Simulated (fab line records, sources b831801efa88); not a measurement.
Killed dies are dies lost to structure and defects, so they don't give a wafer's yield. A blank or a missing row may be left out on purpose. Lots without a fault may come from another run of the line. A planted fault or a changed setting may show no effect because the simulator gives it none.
Chamber matching | flow sky130 | SKY_VIA3_CMP_24 on cmp-01: 4 sister chambers
The step polishes, stops on SiO2, t overpolish 20 s, target thk 0 nm. 14 wafers are shown with their chamber, then 7 later ones without.

WAFERS WITH THEIR CHAMBER
wafer  | chamber | motor_current_A (A) | overpolish_run_s (s) | time_to_endpoint_s (s)
L970.4 | 0       | 10.5                | 19.990               | 98.9
L970.5 | 3       | 10.9                | 19.995               | 97.6
L970.6 | 0       | 10.8                | 20.014               | 95.6
L971.3 | 3       | 11.2                | 20.006               | 99.7
L971.5 | 0       | 10.6                | 19.992               | 93.6
L971.6 | 1       | 11.2                | 20.010               | 95.3
L972.1 | 0       | 11.1                | 19.994               | 96.4
L972.3 | 1       | 11.2                | 20.018               | 91.3
L972.4 | 3       | 10.8                | 20.020               | 93.0
L975.1 | 2       | 9.9                 | 20.003               | 96.5
L975.3 | 0       | 10.4                | 20.003               | 95.1
L975.6 | 0       | 10.8                | 20.007               | 95.6
L979.2 | 1       | 10.2                | 20.005               | 95.4
L979.5 | 0       | 10.1                | 19.997               | 97.0

SIGNATURES (means of the wafers above)
reading            | chamber 0 | chamber 1 | chamber 2 | chamber 3 | scatter within a chamber
motor_current_A    | 10.614    | 10.867    | 9.900     | 10.967    | 0.372
overpolish_run_s   | 19.99957  | 20.01100  | 20.00300  | 20.00700  | 0.00928
time_to_endpoint_s | 96.029    | 94.000    | 96.500    | 96.767    | 2.26
Rule: a wafer's distance from a chamber is the root of the sum, over the readings, of the square of ((its reading less the chamber's mean) divided by the reading's scatter). The wafer belongs to the nearest chamber; if the next one is less than 2 further off, it can't be placed. The scatter: the root of (the sum of the squares of (reading less its chamber's mean) over the shown wafers, divided by (wafers less chambers)).

WAFERS WITHOUT THEIR CHAMBER
wafer  | motor_current_A (A) | overpolish_run_s (s) | time_to_endpoint_s (s)
L979.6 | 11.3                | 20.002               | 92.7
L985.3 | 10.7                | 20.005               | 93.3
L985.5 | 10.5                | 19.997               | 94.3
L985.6 | 10.5                | 20.001               | 92.8
L986.1 | 10.5                | 19.998               | 96.0
L986.3 | 11.3                | 19.983               | 95.3
L986.6 | 10.3                | 19.983               | 94.8

WHICH CHAMBER EACH WENT THROUGH
wafer  | from the rows above               | in truth
L979.6 | can't be placed: 1 or 3 or 0      | 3
L985.3 | can't be placed: 1 or 0 or 3 or 2 | 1
L985.5 | can't be placed: 0 or 1 or 3 or 2 | 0
L985.6 | can't be placed: 0 or 1 or 3 or 2 | 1
L986.1 | can't be placed: 0 or 3 or 2 or 1 | 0
L986.3 | can't be placed: 0 or 3 or 1 or 2 | 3
L986.6 | can't be placed: 0 or 2 or 3 or 1 | 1
Placed correctly: 0 of 7. Can't be placed from these rows: 7 (the true chamber is among the candidates in 7). Placed wrongly: 0.
